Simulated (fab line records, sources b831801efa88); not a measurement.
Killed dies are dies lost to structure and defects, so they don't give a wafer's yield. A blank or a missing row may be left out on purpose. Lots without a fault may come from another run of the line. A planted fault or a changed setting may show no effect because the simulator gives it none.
Chamber matching | flow sky130 | SKY_CAPM_CVD_00 on pecvd-01: 3 sister chambers
The step deposits SiO2, target thk 15.5 nm. 3 wafers are shown with their chamber, then 12 later ones without.

WAFERS WITH THEIR CHAMBER
wafer  | chamber | heater_power_w (W)
L089.1 | 0       | 698
L091.4 | 1       | 761
L091.6 | 2       | 723

WAFERS WITHOUT THEIR CHAMBER
wafer  | heater_power_w (W)
L093.1 | 694
L093.2 | 714
L093.5 | 695
L094.2 | 723
L094.3 | 795
L094.4 | 805
L095.1 | 765
L095.3 | 620
L095.5 | 616
L097.2 | 599
L097.4 | 723
L097.5 | 760

WHICH CHAMBER EACH WENT THROUGH
wafer  | from the rows above          | in truth
L093.1 | can't be placed: 0 or 2 or 1 | 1
L093.2 | can't be placed: 2 or 0 or 1 | 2
L093.5 | can't be placed: 0 or 2 or 1 | 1
L094.2 | can't be placed: 2 or 0 or 1 | 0
L094.3 | can't be placed: 1 or 2 or 0 | 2
L094.4 | can't be placed: 1 or 2 or 0 | 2
L095.1 | can't be placed: 1 or 2 or 0 | 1
L095.3 | can't be placed: 0 or 2 or 1 | 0
L095.5 | can't be placed: 0 or 2 or 1 | 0
L097.2 | can't be placed: 0 or 2 or 1 | 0
L097.4 | can't be placed: 2 or 0 or 1 | 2
L097.5 | can't be placed: 1 or 2 or 0 | 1
Placed correctly: 0 of 12. Can't be placed from these rows: 12 (the true chamber is among the candidates in 12). Placed wrongly: 0.
How it was worked out, from the rows above alone: a wafer's distance from a chamber is the root of the sum, over the readings, of the square of ((its reading less the chamber's mean) divided by the reading's scatter). The wafer belongs to the nearest chamber; if the next one is less than 2 further off, it can't be placed. A chamber's mean is the mean of its shown wafers. The scatter: with one shown wafer a chamber, the root of the mean of the squares of how far each hidden wafer lies from its nearest shown one.
